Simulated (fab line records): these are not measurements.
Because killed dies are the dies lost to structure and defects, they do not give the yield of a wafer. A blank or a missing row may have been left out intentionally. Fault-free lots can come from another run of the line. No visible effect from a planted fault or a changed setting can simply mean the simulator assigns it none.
Which tool did it? -- flow gf180mcu -- Sampling: 6 lots, 18 wafers, 3 of 602 route steps

== WHAT THE GAUGES SHOWED, per wafer ==
GF_M2_RS_MEAS_05: uses a four-point probe to measure.
lot,measured,on,M2_ALCU_RS (ohm/sq)
L763,day 19 02:43,film-metro-03,0.0702 0.0695 0.0702
L766,day 19 23:15,film-metro-04,0.0695 0.0685 0.0697
L769,day 21 06:29,film-metro-04,0.0625 0.0641 0.0627
L778,day 24 10:50,film-metro-03,0.0711 0.0693 0.0706
L781,day 25 09:14,film-metro-01,0.0703 0.0692 0.0696
L783,day 26 00:52,film-metro-03,0.0694 0.0686 0.0681

== TOOL THAT RAN EACH LOT (tool first, then ch and the chambers of the sampled wafers, then the start) ==
lot,GF_M2_SPUTTER_02,GF_M2_SPUTTER_03
L763,"pvd-sputter-04, day 19 02:37","pvd-sputter-04, day 19 02:39"
L766,"pvd-sputter-02, day 19 23:10","pvd-sputter-02, day 19 23:11"
L769,"pvd-sputter-03, day 21 06:23","pvd-sputter-03, day 21 06:25"
L778,"pvd-sputter-04, day 24 10:45","pvd-sputter-04, day 24 10:47"
L781,"pvd-sputter-04, day 25 09:09","pvd-sputter-04, day 25 09:11"
L783,"pvd-sputter-02, day 26 00:46","pvd-sputter-02, day 26 00:48"
- GF_M2_SPUTTER_02: material AlCu, target thk 450 nm, time 23.9 s.
- GF_M2_SPUTTER_03: material Ti, target thk 10 nm, time 6.7 s.

== THE ANSWER, worked out from the rows above alone ==
Rule: the lots themselves supply what counts as usual. The widest of any qualifying gaps counts: lots, ordered by their means at a reading, are off when they make up no more than a third of the lots, leave a main group of 4 or more, and stand apart from it by 3 or more times the standard deviation of that group's means. If all means in a main group match to the digits the tables above print for the reading, that group is not used. A lot without any number at a reading at which 4 lots or more have one is off too. Where the step has rows for the other lots, those lots are counted as sound.
Off: at GF_M2_RS_MEAS_05 (M2_ALCU_RS), L769. Main group: mean 0.0696 ohm/sq, sd 0.00057.
A tool fits if, at a process step before that reading, it ran every lot that is off, and no sound lot after the first of them. Those tools and the gauges at GF_M2_RS_MEAS_05 are tried in the same way. Can't be told from this: 2 tools fit, pvd-sputter-03 at GF_M2_SPUTTER_02 and GF_M2_SPUTTER_03, film-metro-04 at GF_M2_RS_MEAS_05.

== WHAT THE SIMULATOR HAD PUT IN ==
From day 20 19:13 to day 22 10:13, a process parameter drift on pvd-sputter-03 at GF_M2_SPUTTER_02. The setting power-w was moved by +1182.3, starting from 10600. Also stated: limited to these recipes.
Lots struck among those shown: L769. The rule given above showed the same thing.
